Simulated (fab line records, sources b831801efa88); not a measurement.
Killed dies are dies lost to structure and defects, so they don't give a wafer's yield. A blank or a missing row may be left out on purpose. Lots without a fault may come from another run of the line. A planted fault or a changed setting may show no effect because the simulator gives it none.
Which tool did it? | flow gf180mcu | 13 lots, 37 wafers sampled, at 2 steps of a route of 602

WHAT THE GAUGES READ, wafer by wafer
GF_STI_THK_MEAS_22. Usual: STI_OXIDATION_01_THK 15.08 nm, standard deviation 0.26.
lot  | measured    | on            | STI_OXIDATION_01_THK (nm) | flag
L974 | day 2 08:35 | film_metro-03 | 15.02 14.84 15.18         |
L975 | day 2 13:12 | film_metro-03 | 15.21 15.34 15.14         |
L977 | day 3 00:21 | film_metro-02 | 14.92 15.03 14.82         |
L979 | day 3 10:07 | film_metro-02 | 14.86 14.67 15.00         |
L980 | day 3 16:26 | film_metro-02 | 14.89 14.96 15.06         |
L983 | day 4 06:56 | film_metro-04 | 15.13 15.31 15.18         |
L985 | day 4 18:17 | film_metro-02 | 14.71 14.56 14.87         |
L986 | day 4 22:14 | film_metro-03 | 15.30 15.38 15.29         |
L988 | day 5 09:01 | film_metro-03 | 15.41 15.35               |
L992 | day 6 06:17 | film_metro-02 | 15.03 15.05               |
L993 | day 6 11:32 | film_metro-03 | 15.28 15.21 15.13         |
L994 | day 6 17:05 | film_metro-03 | 15.24 15.41 15.41         |
L995 | day 6 20:40 | film_metro-03 | 15.15 15.04 15.16         |

WHICH TOOL RAN EACH LOT (tool, then ch and the chambers of the sampled wafers, then the start)
lot  | GF_STI_ETCH_14
L974 | rie_si-01 ch 2,3, day 2 06:35
L975 | rie_si-02 ch 0,2, day 2 11:32
L977 | rie_si-02 ch 0,2, day 2 22:41
L979 | rie_si-02 ch 2,3, day 3 08:26
L980 | rie_si-02 ch 0,2,3, day 3 14:47
L983 | rie_si-01 ch 0,2, day 4 04:38
L985 | rie_si-01 ch 1,2,3, day 4 16:20
L986 | rie_si-02 ch 0,2,3, day 4 20:29
L988 | rie_si-01 ch 0,1, day 5 07:14
L992 | rie_si-02 ch 2,3, day 6 03:08
L993 | rie_si-02 ch 0,3, day 6 09:53
L994 | rie_si-02 ch 1,2,3, day 6 15:02
L995 | rie_si-01 ch 0,2,3, day 6 18:59
- GF_STI_ETCH_14: etches Si in HBr/Cl2/O2, target depth 360 nm, time 102.9 s.

WHAT THE TOOLS THEMSELVES READ (means of the sampled wafers that have a number; where no wafer has one, the mark that the record gives instead)
GF_STI_ETCH_14. Usual: drypump_motor_current_A 5.7 A, standard deviation 0.38; oes_product_au 1.008 a.u., standard deviation 0.012; rf_fwd_power_W 596.7 W, standard deviation 1.9; throttle_valve_pct 25.651 %, standard deviation 0.012.
lot  | tool      | drypump_motor_current_A (A) | oes_product_au (a.u.) | rf_fwd_power_W (W) | throttle_valve_pct (%) | flag
L974 | rie_si-01 | 5.7                         | 0.997                 | 598.6              | 25.664                 |
L975 | rie_si-02 | 5.3                         | 1.007                 | 595.9              | 25.659                 |
L977 | rie_si-02 | 5.2                         | 1.016                 | 596.9              | 25.644                 |
L979 | rie_si-02 | 5.6                         | 1.008                 | 596.0              | 25.642                 |
L980 | rie_si-02 | 5.4                         | 1.024                 | 595.6              | 25.639                 |
L983 | rie_si-01 | 6.0                         | 0.992                 | 598.2              | 25.672                 |
L985 | rie_si-01 | 5.6                         | 1.009                 | 596.9              | 25.653                 |
L986 | rie_si-02 | 5.4                         | 1.014                 | 597.6              | 25.635                 |
L988 | rie_si-01 | 5.8                         | 1.006                 | 593.8              | 25.651                 |
L992 | rie_si-02 | 5.5                         | 1.011                 | 596.8              | 25.643                 |
L993 | rie_si-02 | 5.5                         | 1.016                 | 596.9              | 25.645                 |
L994 | rie_si-02 | 5.7                         | 1.008                 | 597.1              | 25.647                 |
L995 | rie_si-01 | 5.9                         | 1.014                 | 595.4              | 25.641                 |

THE ANSWER, worked out from the rows above alone
Rule: a lot is off if the mean of its wafers that have a number lies more than 3 standard deviations from the usual mean. A lot without any number at a reading at which 4 lots or more have one is off too. The other lots that the step has rows for count as sound. The gauges are gone through in route order, then the tools' own readings, and for those a lot's mean is taken as printed above. The first step at which some lot is off is used, and at that step the reading that is off furthest; a lot without a number counts as furthest.
No lot is off at any reading shown: from this, nothing can be told.

WHAT THE SIMULATOR HAD PUT IN
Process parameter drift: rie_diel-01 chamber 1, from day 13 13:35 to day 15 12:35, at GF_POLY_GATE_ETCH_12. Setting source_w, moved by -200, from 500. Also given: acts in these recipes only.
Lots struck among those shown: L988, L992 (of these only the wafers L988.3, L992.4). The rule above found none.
